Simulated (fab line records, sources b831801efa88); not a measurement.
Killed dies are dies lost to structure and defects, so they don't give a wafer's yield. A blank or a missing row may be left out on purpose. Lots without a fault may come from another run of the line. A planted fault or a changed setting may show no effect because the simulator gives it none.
A struck lot beside a sound one | flow sfq_line | 42 steps out of a route of 325
Sound: wafers L607.1, L607.3, L607.5. Struck: wafers L608.3, L608.6. (L608.2 of the same lot was not struck and is left out.) The cause comes at the end.
At each step with rows: each side's tool, then ch and its chambers, then its first start. Under that, the readings that differ: sound wafers | struck wafers | difference of the means | sigmas: that difference in standard deviations of wafers without a fault.
alike: readings whose means differ by less than 2 such deviations, and words and numbers that are the same on both sides. not compared: withheld readings, readings that some wafer has no value for, bounds like >300 that may hide the same value, and numbers for which the record gives no deviation and whose values overlap.
The two part at a step that has a row with sigmas, a row that says differs or no value, or rows on one side only. Numbers that don't overlap but have no deviation are shown without sigmas and don't part them. A reading that every wafer of one side lacks parts them only if that side has two wafers or more.

first, 6 steps without rows for these wafers: SFQ_TRILAYER_M0_LITHO_COAT_026 (resist thk 62 nm); SFQ_TRILAYER_M0_LITHO_COAT_021 (resist thk 600 nm); SFQ_TRILAYER_M0_LITHO_SOFTBAKE_025; SFQ_TRILAYER_M0_LITHO_EXPOSE_022 (exposes mask M0, target cd 500 nm); SFQ_TRILAYER_M0_LITHO_PEB_024 (peb time 60 s); SFQ_TRILAYER_M0_LITHO_DEVELOP_023 (time 60 s).
SFQ_M0_OVL_MEAS_906:
  sound on overlay-01, day 11 18:10; struck on overlay-02, day 12 03:46
  alike: M0_OVL
then, 1 step without rows for these wafers: SFQ_TRILAYER_M0_BARC_OPEN_METAL_ETCH_031 (etches BARC in O2, target depth 125 nm, time 41.7 s).
SFQ_TRILAYER_M0_ETCH_METAL_ETCH_024: etches Nb in Cl2/Ar, stops on SiO2, target depth 240 nm, time 120 s.
  sound on rie_metal-04 ch 0,1, day 11 18:15; struck on rie_metal-03 ch 1, day 12 03:51
  alike: drypump_motor_current_A, oes_product_au
  not compared: rf_hours_counter_h
then, 3 steps without rows for these wafers: SFQ_TRILAYER_M0_STRIP_STRIP_025 (strips in O2); SFQ_TRILAYER_M0_STRIP_SOLV_CLEAN_026 (cleans in NMP, time 600 s); SFQ_TRILAYER_I0_DEP_PECVD_027 (deposits SiO2 from SiH4/N2O, time 111.11 s, target thk 500 nm).
SFQ_TRILAYER_I0_CMP_CMP_028: polishes SiO2.
  sound on cmp-01 ch 1,2, day 11 22:13; struck on cmp-02 ch 0,3, day 12 05:37
  reading                                             | sound             | struck      | difference | sigmas
  time_to_endpoint_s (s)                              | 193 211 201       | 283 282     | +81        | +10
  model.SiO2_of_TRILAYER_I0_DEP_PECVD_027.thk_nm (nm) | 198.3 200.2 198.4 | 306.7 307.1 | +107.9     |
  alike: motor_current_A
SFQ_I0_BOW_MEAS_907:
  sound on film_metro-04, day 12 01:13; struck on film_metro-01, day 12 08:38
  alike: I0_BOW
SFQ_TRILAYER_I0_METRO_MEASURE_029:
  sound on film_metro-04, day 12 01:20; struck on film_metro-01, day 12 08:56
  reading     | sound             | struck      | difference | sigmas
  thk_nm (nm) | 198.2 200.2 198.4 | 306.7 307.0 | +107.9     | +98
then, 6 steps without rows for these wafers: SFQ_TRILAYER_I0_VIA_LITHO_COAT_036 (resist thk 62 nm); SFQ_TRILAYER_I0_VIA_LITHO_COAT_031 (resist thk 650 nm); SFQ_TRILAYER_I0_VIA_LITHO_SOFTBAKE_035; SFQ_TRILAYER_I0_VIA_LITHO_EXPOSE_032 (exposes mask I0, target cd 500 nm); SFQ_TRILAYER_I0_VIA_LITHO_PEB_034 (peb time 60 s); SFQ_TRILAYER_I0_VIA_LITHO_DEVELOP_033 (time 60 s).
-- the record jumps here: 5 days lie between the struck wafers' starts before and after --
SFQ_I0_OVL_MEAS_908:
  sound on overlay-01, day 17 05:52; struck on overlay-01, day 17 09:28
  alike: I0_OVL
then, 1 step without rows for these wafers: SFQ_TRILAYER_I0_VIA_BARC_OPEN_VIA_ETCH_046 (etches BARC in O2, target depth 125 nm, time 41.7 s).
SFQ_TRILAYER_I0_VIA_ETCH_VIA_ETCH_034: etches SiO2 in CHF3, stops on Nb, target depth 260 nm.
  sound on rie_diel-02 ch 1,2,3, day 17 05:56; struck on rie_diel-02 ch 2,3, day 17 09:32
  reading                        | sound             | struck      | difference | sigmas
  oes_product_au (a.u.)          | 0.855 0.852 0.864 | 0.996 1.015 | +0.149     | +29
  model.I0.feature_depth_nm (nm) | 198.3 200.2 198.4 | 261 263.3   | +63        |
  model.etch.depth_nm (nm)       | 198.3 200.2 198.4 | 261 263.3   | +63        |
  alike: drypump_motor_current_A
then, 2 steps without rows for these wafers: SFQ_TRILAYER_I0_VIA_STRIP_STRIP_035 (strips in O2); SFQ_TRILAYER_I0_VIA_STRIP_SOLV_CLEAN_036 (cleans in NMP, time 600 s).
SFQ_TRILAYER_M1_DEP_PRE_CLEAN_038: time 22.5 s.
  sound on pvd_sputter-04, day 17 06:49; struck on pvd_sputter-04, day 17 10:26
  reading                                             | sound             | struck      | difference | sigmas
  model.SiO2_of_TRILAYER_I0_DEP_PECVD_027.thk_nm (nm) | 190.8 192.7 190.9 | 299.2 299.6 | +107.9     |
  alike: bias_v
SFQ_TRILAYER_M1_DEP_SPUTTER_037: material Nb, target thk 200 nm, time 133.3 s.
  sound on pvd_sputter-04, day 17 06:51; struck on pvd_sputter-04, day 17 10:28
  alike: throttle_valve_pct
SFQ_M1_RS_MEAS_909: measures by four-point-probe.
  sound on film_metro-03, day 17 06:56; struck on film_metro-02, day 17 10:35
  alike: M1_NB_RS
then, 6 steps without rows for these wafers: SFQ_TRILAYER_M1_LITHO_COAT_044 (resist thk 62 nm); SFQ_TRILAYER_M1_LITHO_COAT_039 (resist thk 600 nm); SFQ_TRILAYER_M1_LITHO_SOFTBAKE_043; SFQ_TRILAYER_M1_LITHO_EXPOSE_040 (exposes mask M1, target cd 500 nm); SFQ_TRILAYER_M1_LITHO_PEB_042 (peb time 60 s); SFQ_TRILAYER_M1_LITHO_DEVELOP_041 (time 60 s).
SFQ_M1_OVL_MEAS_911:
  sound on overlay-01, day 19 02:31; struck on overlay-02, day 19 06:08
  alike: M1_OVL
SFQ_TRILAYER_M1_BARC_OPEN_METAL_ETCH_054: etches BARC in O2, target depth 125 nm, time 41.7 s.
  sound on rie_metal-01 ch 0, day 19 02:34; struck on rie_metal-03 ch 0,1, day 19 06:10
  alike: drypump_motor_current_A, oes_product_au
  not compared: rf_hours_counter_h
then, 1 step without rows for these wafers: SFQ_TRILAYER_M1_ETCH_METAL_ETCH_042 (etches Nb in Cl2/Ar, stops on SiO2, target depth 240 nm, time 120 s).
SFQ_TRILAYER_M1_STRIP_STRIP_043: strips in O2.
  sound on rie_metal-01 ch 0, day 19 02:44; struck on rie_metal-03 ch 0,1, day 19 06:20
  alike: drypump_motor_current_A, oes_product_au
  not compared: rf_hours_counter_h
then, 1 step without rows for these wafers: SFQ_TRILAYER_M1_STRIP_SOLV_CLEAN_044 (cleans in NMP, time 600 s).
SFQ_TRILAYER_I1_DEP_PECVD_045: deposits SiO2 from SiH4/N2O, time 111.11 s, target thk 500 nm.
  sound on pecvd-04 ch 0,2, day 19 03:31; struck on pecvd-03 ch 1,2, day 19 07:07
  reading                | sound          | struck    | difference | sigmas
  throttle_valve_pct (%) | 22.5 24.1 22.8 | 25.7 27.6 | +3.5       | +2
  alike: chamber_pressure_Torr, heater_power_w
-- the record jumps here: 70 days lie between the struck wafers' starts before and after --
SFQ_M8_BOW_MEAS_951:
  sound on film_metro-03, day 88 09:14; struck on film_metro-03, day 88 20:04
  reading                 | sound             | struck      | difference | sigmas
  model.etest.i0.link_ohm | 1.943 1.958 1.944 | 1e+06 1e+06 | +1e+06     |
  alike: M8_BOW

WHERE THEY PART
First at SFQ_TRILAYER_I0_CMP_CMP_028; last, within this record, at SFQ_TRILAYER_I1_DEP_PECVD_045. Later steps at which nothing parts them and some readings are alike: SFQ_M8_BOW_MEAS_951.

WHY: what the simulator had put in
Process parameter drift: cmp-02, from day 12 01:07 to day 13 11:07, at SFQ_TRILAYER_I0_CMP_CMP_028. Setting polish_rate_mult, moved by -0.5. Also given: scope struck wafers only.
